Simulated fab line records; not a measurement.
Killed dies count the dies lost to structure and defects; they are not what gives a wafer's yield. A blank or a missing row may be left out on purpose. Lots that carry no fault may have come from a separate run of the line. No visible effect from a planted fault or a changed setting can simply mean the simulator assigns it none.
Code-filled problem report in 8D (eight disciplines) form -- flow sfq_line -- the parts of the form that need people (team, actions taken, sign-off) are left out

## 1. WHAT WENT WRONG
Wafers without a fault read 199.8 nm, standard deviation 1.2; thk_nm at SFQ_TRILAYER_I4_METRO_MEASURE_101 reads a mean of 179.6 nm on 2 wafers belonging to 2 lots. Relative to the usual mean, that is a shift of -17 standard deviations.
Earliest sighting: wafer L689.1 on film_metro-03 at day 53 00:31. The record holds 42 wafers of 14 lots with a number at this step. The rule behind "out" and "out of limits": a value lying over 4 standard deviations away from the usual mean. All remaining wafers that have a number are taken as sound.

## 2. WHAT IT IS AND WHAT IT IS NOT
question,is,is not
which readings at this step,thk_nm,-
which lots,"L689, L692","L680, L681, L683, L684, L686, L687, L698, L699, L700, L701, L702, L703"
which wafers of those lots,"L689.1, L692.1","L689.2, L689.6, L692.5, L692.6"
read on which tools,"film_metro-01, film_metro-03",film_metro-04
when,from day 53 00:31,"up to then (20 sound wafers); but 20 sound wafers of L692, L698, L699, L700, L701, L702, L703 came after"

## 3. THE SUSPECTS, EACH WITH WHAT RULES IT OUT
Counting: a tool at a process step up to the reading stays a suspect if it ran every lot that is out. Sound lots after the first of them don't rule it out here, since some wafers of a struck lot are sound.
- cmp-01 at SFQ_TRILAYER_I4_CMP_CMP_100 (polishes SiO2): kept. It ran every lot that is out, first L689 (day 52 21:24); its last sound lot up to then is L687 (day 52 05:51).
Remaining after the count: cmp-01 at SFQ_TRILAYER_I4_CMP_CMP_100.

## 4. THE CAUSE (what the simulator had put in)
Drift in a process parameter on cmp-01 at SFQ_TRILAYER_I4_CMP_CMP_100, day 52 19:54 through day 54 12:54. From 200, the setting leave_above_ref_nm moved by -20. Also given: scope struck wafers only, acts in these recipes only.
After counting, this tool was the only one left.

## 5. THE EFFECT CHAIN, in route order
Each row: a reading whose mean over the struck wafers that have a number lies more than 3 standard deviations from the usual. Only readings for which the record gives a usual standard deviation are gone through. hours: the time from each lot's start at the first step in this table that gives one to its start at this step, as a median over the lots. sigmas: the change in usual standard deviations.
hours,step,reading,usual,on struck wafers,change,sigmas
0,SFQ_TRILAYER_I4_METRO_MEASURE_101,thk_nm,199.8 nm,179.6,-20.2,-17
105,SFQ_TRILAYER_I4_VIA_ETCH_VIA_ETCH_106,oes_product_au,0.854 a.u.,0.802,-0.052,-10
It contains these process steps:
- SFQ_TRILAYER_I4_METRO_MEASURE_101
- SFQ_TRILAYER_I4_VIA_ETCH_VIA_ETCH_106: etches SiO2 in CHF3, stops on Nb, target depth 260 nm.

## 6. HOW IT WOULD HAVE BEEN CAUGHT EARLIER
5 hours passed between the start of the fault at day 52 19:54 and the first reading out of limits in this record, taken at day 53 00:31.
An alarm limit of 4 standard deviations would not have fired on the tool readings at SFQ_TRILAYER_I4_CMP_CMP_100 for which the record gives a usual standard deviation, since none of them was out on any struck wafer.
Of the lots that are out (2), L692 began SFQ_TRILAYER_I4_CMP_CMP_100 on cmp-01 after day 53 00:31. Putting the tool on hold at that point would have spared it.
